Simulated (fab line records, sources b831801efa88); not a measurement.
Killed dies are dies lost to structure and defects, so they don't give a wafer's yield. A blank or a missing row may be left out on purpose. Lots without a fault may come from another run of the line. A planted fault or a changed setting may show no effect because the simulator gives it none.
Which tool did it? | flow gf180mcu | 13 lots, 39 wafers sampled, at 5 steps of a route of 602

WHAT THE GAUGES READ, wafer by wafer
GF_STI_THK_MEAS_04.
lot  | measured    | on            | STI_CVD_03_THK (nm)
L406 | day 1 13:43 | film_metro-03 | 211.0 209.8 209.0
L407 | day 1 18:34 | film_metro-04 | 206.6 210.6 209.4
L408 | day 1 23:34 | film_metro-01 | 209.7 209.9 209.2
L409 | day 2 06:36 | film_metro-01 | 207.7 208.3 208.2
L410 | day 2 09:34 | film_metro-03 | 206.0 203.7 203.4
L411 | day 2 15:15 | film_metro-04 | 208.5 206.9 208.3
L413 | day 3 00:34 | film_metro-03 | 205.8 205.4 204.0
L414 | day 3 05:34 | film_metro-03 | 205.3 204.9 204.7
L423 | day 5 04:06 | film_metro-04 | 204.5 205.3 206.2
L425 | day 5 12:34 | film_metro-04 | 206.6 208.4 208.7
L427 | day 5 23:33 | film_metro-04 | 208.3 208.5 206.0
L428 | day 6 03:44 | film_metro-04 | 206.0 204.5 205.0
L429 | day 6 09:19 | film_metro-03 | 202.5 202.5 202.3

GF_STI_CD_MEAS_12: target cd 220 nm.
lot  | measured    | on        | cd_nm (nm)
L406 | day 2 01:04 | cd_sem-02 | 220.4 220.7 221.6
L407 | day 2 05:55 | cd_sem-01 | 221.9 221.4 221.7
L408 | day 2 11:13 | cd_sem-02 | 220.7 221.7 221.7
L409 | day 2 18:26 | cd_sem-01 | 219.7 219.8 220.8
L410 | day 2 21:22 | cd_sem-01 | 220.2 219.3 220.8
L411 | day 3 03:08 | cd_sem-01 | 220.1 219.2 219.1
L413 | day 3 13:23 | cd_sem-01 | 219.7 220.6 219.4
L414 | day 3 18:09 | cd_sem-01 | 221.7 222.1 223.1
L423 | day 5 18:16 | cd_sem-01 | 220.3 220.4 219.8
L425 | day 6 03:11 | cd_sem-01 | 221.1 221.6 220.6
L427 | day 6 13:12 | cd_sem-01 | 220.1 220.9 219.5
L428 | day 6 18:24 | cd_sem-01 | 220.8 220.7 221.2
L429 | day 6 23:40 | cd_sem-02 | 220.9 221.3 220.2

GF_DUAL_GATE_THK_MEAS_03.
lot  | measured     | on            | DUAL_GATE_OXIDATION_00_THK (nm)
L406 | day 7 15:10  | film_metro-04 | 11.13 11.15 11.10
L407 | day 7 20:59  | film_metro-01 | 11.13 11.02 11.04
L408 | day 8 01:10  | film_metro-04 | 10.94 11.05 10.84
L409 | day 8 12:21  | film_metro-03 | 11.20 10.87 11.17
L410 | day 8 18:01  | film_metro-01 | 10.72 10.51 10.64
L411 | day 8 22:01  | film_metro-03 | 10.74 10.85 10.73
L413 | day 9 12:23  | film_metro-04 | 11.70 11.72 11.49
L414 | day 9 18:05  | film_metro-04 | 11.93 12.03 11.91 11.89 11.96 11.98
L423 | day 12 09:34 | film_metro-03 | 11.13 11.01 10.94
L425 | day 13 00:22 | film_metro-03 | 11.00 11.09 10.87
L427 | day 13 14:43 | film_metro-04 | 11.14 10.97 11.14
L428 | day 13 19:58 | film_metro-01 | 10.95 10.85 10.71
L429 | day 14 04:09 | film_metro-01 | 10.54 10.58 10.76

GF_HV_LDD_THK_MEAS_55.
lot  | measured     | on            | HV_LDD_CVD_54_THK (nm)
L406 | day 12 10:35 | film_metro-04 | 10.10 10.10 10.16
L407 | day 12 14:08 | film_metro-03 | 9.76 9.60 9.76
L408 | day 12 21:26 | film_metro-02 | 9.91 10.04 10.02
L409 | day 13 09:11 | film_metro-03 | 10.05 9.82 9.94
L410 | day 13 17:05 | film_metro-03 | 10.25 10.05 10.15
L411 | day 13 20:51 | film_metro-02 | 9.92 9.89 9.87
L413 | day 14 16:47 | film_metro-02 | 9.82 9.89 9.75
L414 | day 14 21:35 | film_metro-02 | 9.88 10.00 9.95
L423 | day 18 02:41 | film_metro-03 | 10.28 10.38 10.25
L425 | day 18 18:50 | film_metro-02 | 10.00 9.89 9.87
L427 | day 19 14:13 | film_metro-03 | 9.73 9.81 9.81
L428 | day 19 18:17 | film_metro-04 | 9.82 9.80 9.84
L429 | day 20 01:58 | film_metro-04 | 9.79 9.80 9.77

WHICH TOOL RAN EACH LOT (tool, then ch and the chambers of the sampled wafers, then the start)
lot  | GF_DUAL_GATE_OXIDATION_02
L406 | furnace-02 ch 0, day 7 13:43
L407 | furnace-01 ch 0, day 7 19:32
L408 | furnace-02 ch 0, day 7 23:43
L409 | furnace-02 ch 0, day 8 10:54
L410 | furnace-01 ch 0, day 8 16:34
L411 | furnace-01 ch 0, day 8 20:32
L413 | furnace-01 ch 0, day 9 10:55
L414 | furnace-01 ch 0, day 9 16:38
L423 | furnace-01 ch 0, day 12 08:07
L425 | furnace-01 ch 0, day 12 22:55
L427 | furnace-01 ch 0, day 13 13:16
L428 | furnace-01 ch 0, day 13 18:31
L429 | furnace-01 ch 0, day 14 02:41
- GF_DUAL_GATE_OXIDATION_02: stabilise 600 s, purge 300 s, target thk 10.887 nm.

WHAT THE TOOLS THEMSELVES READ (means of the sampled wafers that have a number; where no wafer has one, the mark that the record gives instead)
GF_DUAL_GATE_OXIDATION_02.
lot  | tool       | spike_tc_bottom_C (C) | spike_tc_centre_C (C) | spike_tc_lower_C (C) | spike_tc_top_C (C) | spike_tc_upper_C (C) | zone_power_upper_pct (%)
L406 | furnace-02 | 920.8                 | 901.3                 | 901.7                | 911.0              | 901.3                | 17.1
L407 | furnace-01 | 920.4                 | 900.1                 | 900.3                | 909.1              | 899.1                | 18.2
L408 | furnace-02 | 919.5                 | 901.7                 | 901.0                | 911.6              | 901.0                | 17.2
L409 | furnace-02 | 919.8                 | 900.7                 | 901.9                | 911.9              | 899.2                | 17.1
L410 | furnace-01 | 919.6                 | 900.1                 | 900.4                | 908.6              | 899.2                | 17.8
L411 | furnace-01 | 919.6                 | 899.9                 | 899.9                | 909.1              | 900.0                | 17.9
L413 | furnace-01 | 928.2                 | 908.8                 | 909.8                | 917.3              | 909.0                | 18.4
L414 | furnace-01 | 929.1                 | 908.1                 | 910.4                | 917.8              | 906.5                | 18.3
L423 | furnace-01 | 918.3                 | 900.3                 | 900.5                | 907.8              | 899.3                | 17.9
L425 | furnace-01 | 918.7                 | 900.2                 | 900.7                | 907.1              | 899.1                | 17.9
L427 | furnace-01 | 919.4                 | 900.5                 | 900.6                | 907.6              | 898.6                | 18.0
L428 | furnace-01 | 918.8                 | 900.4                 | 900.6                | 908.2              | 899.1                | 17.9
L429 | furnace-01 | 919.9                 | 900.5                 | 900.4                | 908.1              | 898.8                | 18.2

THE ANSWER, worked out from the rows above alone
Rule: what is usual is taken from the lots themselves. Put in order of their means at a reading, lots are off if they are a third of the lots or fewer, leave a main group of 4 or more, and stand apart from it by a gap of 3 or more times the standard deviation of the main group's means; of several such gaps the widest counts. A main group whose means are all the same, to the digits that the tables above print for the reading, isn't used. A lot without any number at a reading at which 4 lots or more have one is off too. The other lots that the step has rows for count as sound. The gauges are gone through in route order, then the tools' own readings, and for those a lot's mean is taken as printed above. The first step at which some lot is off is used, and at that step the reading that is off furthest; a lot without a number counts as furthest.
Off: L413, L414, at GF_DUAL_GATE_OXIDATION_02 (spike_tc_lower_C). The main group: mean 900.7 C, standard deviation 0.57.
A tool fits if, at that step or a process step before it, it ran every lot that is off, and no sound lot after the first of them. None of those tried fits.

WHAT THE SIMULATOR HAD PUT IN
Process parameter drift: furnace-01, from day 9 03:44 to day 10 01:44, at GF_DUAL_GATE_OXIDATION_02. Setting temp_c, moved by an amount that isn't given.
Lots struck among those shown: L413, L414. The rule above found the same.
